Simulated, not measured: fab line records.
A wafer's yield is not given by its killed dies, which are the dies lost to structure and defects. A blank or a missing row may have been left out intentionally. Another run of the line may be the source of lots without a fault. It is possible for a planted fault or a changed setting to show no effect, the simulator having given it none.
Which tool did it? :: flow sfq-line :: 7 lots, 21 wafers sampled, at 5 steps of a route of 325

WHAT THE GAUGES SHOWED, per wafer
SFQ_I2_BOW_MEAS_917.
lot: L784
measured: day 23 23:53
on: film-metro-04
I2_BOW (um): 5 -3 2

lot: L787
measured: day 24 23:56
on: film-metro-03
I2_BOW (um): 13 -2 -3

lot: L789
measured: day 31 08:38
on: film-metro-03
I2_BOW (um): 11 12 7

lot: L797
measured: day 35 20:15
on: film-metro-04
I2_BOW (um): 5 3 14

lot: L800
measured: day 37 03:49
on: film-metro-02
I2_BOW (um): 0 4 -4

lot: L802
measured: day 37 21:49
on: film-metro-02
I2_BOW (um): 14 0 8

lot: L806
measured: day 39 15:11
on: film-metro-03
I2_BOW (um): 6 0 4

TOOL THAT RAN EACH LOT (tool first, then ch and the chambers of the sampled wafers, then the start)
lot: L784
SFQ_TRILAYER_L0_STRIP_STRIP_009: rie-metal-02 ch 0,1, day 4 10:55
SFQ_TRILAYER_I1_CMP_CMP_046: cmp-01 ch 0,1,2, day 16 08:56
SFQ_TRILAYER_I1_METRO_MEASURE_047: film-metro-04, day 16 11:34
SFQ_TRILAYER_I1_VIA_ETCH_VIA_ETCH_052: rie-diel-01 ch 1,2,3, day 22 17:57

lot: L787
SFQ_TRILAYER_L0_STRIP_STRIP_009: rie-metal-03 ch 1, day 5 08:02
SFQ_TRILAYER_I1_CMP_CMP_046: cmp-02 ch 0,1, day 17 19:22
SFQ_TRILAYER_I1_METRO_MEASURE_047: film-metro-03, day 17 23:05
SFQ_TRILAYER_I1_VIA_ETCH_VIA_ETCH_052: rie-diel-03 ch 0,1,3, day 23 19:13

lot: L789
SFQ_TRILAYER_L0_STRIP_STRIP_009: rie-metal-01 ch 0,1, day 5 21:17
SFQ_TRILAYER_I1_CMP_CMP_046: cmp-02 ch 0,2,3, day 19 04:07
SFQ_TRILAYER_I1_METRO_MEASURE_047: film-metro-03, day 19 06:38
SFQ_TRILAYER_I1_VIA_ETCH_VIA_ETCH_052: rie-diel-03 ch 1,2, day 25 03:33

lot: L797
SFQ_TRILAYER_L0_STRIP_STRIP_009: rie-metal-02 ch 0,1, day 7 13:56
SFQ_TRILAYER_I1_CMP_CMP_046: cmp-02 ch 0,1, day 27 15:01
SFQ_TRILAYER_I1_METRO_MEASURE_047: film-metro-01, day 27 18:44
SFQ_TRILAYER_I1_VIA_ETCH_VIA_ETCH_052: rie-diel-04 ch 0,2,3, day 34 05:48

lot: L800
SFQ_TRILAYER_L0_STRIP_STRIP_009: rie-metal-01 ch 0,1, day 8 07:49
SFQ_TRILAYER_I1_CMP_CMP_046: cmp-01 ch 0,1, day 28 17:03
SFQ_TRILAYER_I1_METRO_MEASURE_047: film-metro-04, day 28 20:22
SFQ_TRILAYER_I1_VIA_ETCH_VIA_ETCH_052: rie-diel-03 ch 0,1,3, day 35 11:44

lot: L802
SFQ_TRILAYER_L0_STRIP_STRIP_009: rie-metal-01 ch 0, day 8 20:55
SFQ_TRILAYER_I1_CMP_CMP_046: cmp-01 ch 1,2,3, day 29 03:07
SFQ_TRILAYER_I1_METRO_MEASURE_047: film-metro-01, day 29 05:56
SFQ_TRILAYER_I1_VIA_ETCH_VIA_ETCH_052: rie-diel-04 ch 1,2,3, day 35 21:27

lot: L806
SFQ_TRILAYER_L0_STRIP_STRIP_009: rie-metal-03 ch 1, day 9 23:59
SFQ_TRILAYER_I1_CMP_CMP_046: cmp-02 ch 0,1,2, day 30 23:35
SFQ_TRILAYER_I1_METRO_MEASURE_047: film-metro-04, day 31 02:43
SFQ_TRILAYER_I1_VIA_ETCH_VIA_ETCH_052: rie-diel-04 ch 1,2,3, day 37 14:15
- SFQ_TRILAYER_L0_STRIP_STRIP_009: strips in O2.
- SFQ_TRILAYER_I1_CMP_CMP_046: polishes SiO2.
- SFQ_TRILAYER_I1_METRO_MEASURE_047
- SFQ_TRILAYER_I1_VIA_ETCH_VIA_ETCH_052: etches SiO2 in CHF3, stops on Nb, target depth 260 nm.

THE ANSWER, worked out from the rows above alone
Rule: the lots themselves supply what counts as usual. Put in order of their means at a reading, lots are off if they are a third of the lots or fewer, leave a main group of 4 or more, and stand apart from it by a gap of 3 or more times the standard deviation of the main group's means; of several such gaps the widest counts. Not used: any main group whose means are identical at the precision the tables above print for the reading. A lot without any number at a reading at which 4 lots or more have one is off too. All remaining lots with rows at the step are treated as sound.
None of the lots is off at any reading shown; this tells nothing.

WHAT THE SIMULATOR PUT IN
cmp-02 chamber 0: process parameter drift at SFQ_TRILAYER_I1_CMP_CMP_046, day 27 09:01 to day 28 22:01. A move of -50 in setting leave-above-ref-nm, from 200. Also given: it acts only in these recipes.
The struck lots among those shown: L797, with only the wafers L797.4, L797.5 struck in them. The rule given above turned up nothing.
